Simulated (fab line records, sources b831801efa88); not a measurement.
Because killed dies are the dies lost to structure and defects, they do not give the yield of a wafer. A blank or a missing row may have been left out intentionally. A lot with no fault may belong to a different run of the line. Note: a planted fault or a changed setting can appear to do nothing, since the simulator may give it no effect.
A struck lot beside a sound one :: flow sfq line :: 16 steps out of a route of 325
Sound: wafers L419.1, L419.4, L419.5. Struck: wafers L423.3, L423.4, L423.5. The cause comes at the end.
At each step with rows: each side's tool, then ch and its chambers, then its first start. Under that, the readings that differ: sound wafers :: struck wafers :: difference of the means :: sigmas: that difference in standard deviations of wafers without a fault.
alike: same words and numbers on both sides, and readings whose means sit less than 2 such deviations apart. not compared: any withheld reading, any reading some wafer has no value for, any bound like >300 that may hide the same value, and any number with overlapping values for which the record gives no deviation.
A row with sigmas, a row that says differs or no value, or rows on one side alone: a step with any of these is where the two part. Numbers that have no deviation but don't overlap get no sigmas and don't part them. A reading missing from all wafers of one side parts the sides only when that side holds two or more wafers.

SFQ_I6_OVL_MEAS_942:
  sound on overlay-01 at day 79 21:36; struck on overlay-01 at day 81 01:20
  alike: I6_OVL
SFQ_TRILAYER_I6_VIA_BARC_OPEN_VIA_ETCH_235: etches BARC in O2, target depth 125 nm, time 41.7 s.
  sound on rie diel-04 ch 0,2, day 79 21:38; struck on rie diel-04 ch 0,2,3, day 81 01:22
  alike: drypump motor current A, oes product au
  not compared: rf hours counter h
SFQ_TRILAYER_I6_VIA_ETCH_VIA_ETCH_172: etches SiO2 in CHF3, stops on Nb, target depth 260 nm.
  sound on rie diel-04 ch 0,2, day 79 21:40; struck on rie diel-04 ch 0,2,3, day 81 01:24
  alike: drypump motor current A, oes product au
SFQ_TRILAYER_I6_VIA_STRIP_STRIP_173: strips in O2.
  sound on rie metal-04 ch 1, day 79 21:47; struck on rie metal-03 ch 0,1, day 81 01:43
  alike: drypump motor current A, oes product au
  not compared: rf hours counter h
then, 2 steps without rows for these wafers: SFQ_TRILAYER_I6_VIA_STRIP_SOLV_CLEAN_174 (cleans in NMP, time 600 s); SFQ_TRILAYER_M7_DEP_PRE_CLEAN_176 (time 22.5 s).
SFQ_TRILAYER_M7_DEP_SPUTTER_175: material Nb, target thk 200 nm, time 133.3 s.
  sound on pvd sputter-03 at day 79 22:35; struck on pvd sputter-04 at day 81 02:20
  alike: throttle valve pct
SFQ_M7_RS_MEAS_943: measures by four-point-probe.
  sound on film metro-01 at day 79 22:41; struck on film metro-02 at day 81 02:28
  alike: M7_NB_RS
then, 3 steps without rows for these wafers: SFQ_TRILAYER_M7_LITHO_COAT_182 (resist thk 62 nm); SFQ_TRILAYER_M7_LITHO_COAT_177 (resist thk 600 nm); SFQ_TRILAYER_M7_LITHO_SOFTBAKE_181.
-- the record jumps here: 4 days lie between the struck wafers' starts before and after --
SFQ_TRILAYER_M7_LITHO_EXPOSE_178: exposes mask M7, target cd 500 nm.
  sound on krf scanner-01 ch 0, day 84 06:38; struck on krf scanner-02 ch 0, day 85 10:25
reading: model.M7.overlay x nm (nm)
sound: 5.575 5.575 5.575
struck: 121.9 121.9 121.9
difference: +116.3
sigmas: 
  alike: mask
then, 2 steps without rows for these wafers: SFQ_TRILAYER_M7_LITHO_PEB_180 (peb time 60 s); SFQ_TRILAYER_M7_LITHO_DEVELOP_179 (time 60 s).
SFQ_M7_OVL_MEAS_945:
  sound on overlay-02 at day 84 08:08; struck on overlay-01 at day 85 11:32
reading: M7_OVL (nm)
sound: 12 5 6
struck: 110 113 119
difference: +106
sigmas: +20
SFQ_TRILAYER_M7_BARC_OPEN_METAL_ETCH_229: etches BARC in O2, target depth 125 nm, time 41.7 s.
  sound on rie metal-04 ch 0, day 84 08:10; struck on rie metal-02 ch 0,1, day 85 11:35
  alike: drypump motor current A, oes product au
  not compared: rf hours counter h

WHERE THEY PART
Only at SFQ_M7_OVL_MEAS_945, within this record. Later steps at which nothing parts them and some readings are alike: SFQ_TRILAYER_M7_BARC_OPEN_METAL_ETCH_229.

WHY: whatever the simulator had introduced
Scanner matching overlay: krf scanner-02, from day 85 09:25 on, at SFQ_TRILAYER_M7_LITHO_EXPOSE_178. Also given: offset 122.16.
